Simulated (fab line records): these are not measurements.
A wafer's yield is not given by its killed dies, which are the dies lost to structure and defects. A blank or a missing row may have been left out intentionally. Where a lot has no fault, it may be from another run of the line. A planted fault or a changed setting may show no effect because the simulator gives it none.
The tool behind it: which one?	flow sky130	14 lots, 38 wafers sampled, at 3 steps of a route of 708

WHAT EACH GAUGE READ, for each wafer
SKY_VIA3_CD_MEAS_12: the cd target is 200 nm. Usual: 200.0 nm for cd-nm, sd 1.7.
lot	measured	on	cd-nm (nm)	flag
L654	day 40 07:49	cd-sem-01	199.7 199.1 198.4	
L656	day 40 12:44	cd-sem-01	201.8 200.5 200.4	
L657	day 40 18:07	cd-sem-01	202.5 202.0 202.7	
L658	day 40 23:32	cd-sem-02	199.9 200.4 199.2	
L659	day 41 04:46	cd-sem-01	202.7 202.3 202.1	
L661	day 41 16:42	cd-sem-01	199.8 200.0 200.0	
L662	day 41 23:39	cd-sem-02	201.0 201.3 200.2	
L663	day 42 09:12	cd-sem-01	199.6 201.4 200.3	
L664	day 42 17:20	cd-sem-01	197.4 197.9 196.8	
L665	day 43 02:12	cd-sem-01	197.1 196.4 197.7	
L666	day 43 04:06	cd-sem-01	200.6 202.6 200.6	
L675	day 45 12:35	cd-sem-02	199.1	
L676	day 45 15:49	cd-sem-01	198.1 197.5 198.4	
L677	day 45 21:20	cd-sem-02	200.7	

EACH LOT AND THE TOOL THAT RAN IT (in order: tool; ch and the chambers of the sampled wafers; start)
lot	SKY_METAL3_ETCH_16	SKY_METAL3_ETCH_17
L654	rie-metal-04 ch 0,1, day 39 04:46	rie-diel-03 ch 0,1,2, day 39 04:50
L656	rie-metal-03 ch 0,1, day 39 10:58	rie-diel-01 ch 0,1,2, day 39 11:04
L657	rie-metal-02 ch 0,1, day 39 16:28	rie-diel-03 ch 1,2,3, day 39 16:32
L658	rie-metal-03 ch 0, day 39 21:17	rie-diel-02 ch 0,1,3, day 39 21:23
L659	rie-metal-04 ch 0,1, day 40 02:35	rie-diel-01 ch 0,3, day 40 02:39
L661	rie-metal-03 ch 0,1, day 40 15:38	rie-diel-02 ch 0,1, day 40 15:44
L662	rie-metal-04 ch 0,1, day 40 21:40	rie-diel-02 ch 0,1, day 40 21:46
L663	rie-metal-03 ch 0,1, day 41 07:42	rie-diel-02 ch 1,2, day 41 07:48
L664	rie-metal-04 ch 0,1, day 41 16:02	rie-diel-03 ch 0,1,2, day 41 16:07
L665	rie-metal-03 ch 0,1, day 42 00:48	rie-diel-02 ch 0,2,3, day 42 00:54
L666	rie-metal-02 ch 0, day 42 02:56	rie-diel-02 ch 2,3, day 42 03:02
L675	rie-metal-04 ch 0, day 44 13:48	rie-diel-01 ch 1, day 44 13:50
L676	rie-metal-04 ch 0,1, day 44 16:05	rie-diel-02 ch 2,3, day 44 16:09
L677	rie-metal-03 ch 0, day 44 21:53	rie-diel-03 ch 0, day 44 21:56
- SKY_METAL3_ETCH_16: etches BARC in N2/H2, stops on SiO2, time 88.2 s, target depth 60 nm.
- SKY_METAL3_ETCH_17: etches SiO2 in C4F8/O2/Ar, stops on TiN, time 3.9 s, target depth 15 nm.

AS READ BY THE TOOLS THEMSELVES (means over the sampled wafers that have a number; for cases with no such wafer, the mark the record gives instead)
SKY_METAL3_ETCH_16. Usual: drypump-motor-current-A 5.6 A, standard deviation 0.61; oes-product-au 0.625 a.u., standard deviation 0.0047; throttle-valve-pct 13.205 %, standard deviation 0.0084.
lot	tool	drypump-motor-current-A (A)	oes-product-au (a.u.)	throttle-valve-pct (%)	flag
L654	rie-metal-04	5.0	0.625	13.196	
L656	rie-metal-03	6.3	0.625	13.204	
L657	rie-metal-02	5.5	0.621	13.207	
L658	rie-metal-03	5.7	0.623	13.200	
L659	rie-metal-04	5.0	0.626	13.211	
L661	rie-metal-03	6.3	0.626	13.203	
L662	rie-metal-04	4.9	0.626	13.203	
L663	rie-metal-03	6.0	0.630	13.197	
L664	rie-metal-04	4.9	0.622	13.203	
L665	rie-metal-03	6.0	0.630	13.196	
L666	rie-metal-02	5.2	0.623	13.203	
L675	rie-metal-04	4.7	0.626	13.203	
L676	rie-metal-04	5.0	0.628	13.207	
L677	rie-metal-03	5.6	0.628	13.203	

SKY_METAL3_ETCH_17. Usual: 0.756 a.u. for oes-product-au, sd 0.0084.
lot	tool	oes-product-au (a.u.)	flag
L654	rie-diel-03	0.749	
L656	rie-diel-01	0.756	
L657	rie-diel-03	0.756	
L658	rie-diel-02	0.757	
L659	rie-diel-01	0.752	
L661	rie-diel-02	0.757	
L662	rie-diel-02	0.759	
L663	rie-diel-02	0.751	
L664	rie-diel-03	0.765	
L665	rie-diel-02	0.765	
L666	rie-diel-02	0.747	
L675	rie-diel-01	0.762	
L676	rie-diel-02	0.761	
L677	rie-diel-03	0.762	

THE ANSWER, worked out from the rows above alone
Rule: a lot counts as off when the mean over its wafers that have a number is more than 3 standard deviations away from the usual mean. A lot without any number at a reading at which 4 lots or more have one is off too. Where the step has rows for the other lots, those lots are counted as sound. After the gauges, taken in route order, come the tools' own readings; for these a lot's mean is taken, as printed above. At the first step where some lot is off, the reading lying furthest off is the one used; lots without a number count as furthest.
None of the lots is off at any reading shown; this tells nothing.

WHAT THE SIMULATOR PUT IN
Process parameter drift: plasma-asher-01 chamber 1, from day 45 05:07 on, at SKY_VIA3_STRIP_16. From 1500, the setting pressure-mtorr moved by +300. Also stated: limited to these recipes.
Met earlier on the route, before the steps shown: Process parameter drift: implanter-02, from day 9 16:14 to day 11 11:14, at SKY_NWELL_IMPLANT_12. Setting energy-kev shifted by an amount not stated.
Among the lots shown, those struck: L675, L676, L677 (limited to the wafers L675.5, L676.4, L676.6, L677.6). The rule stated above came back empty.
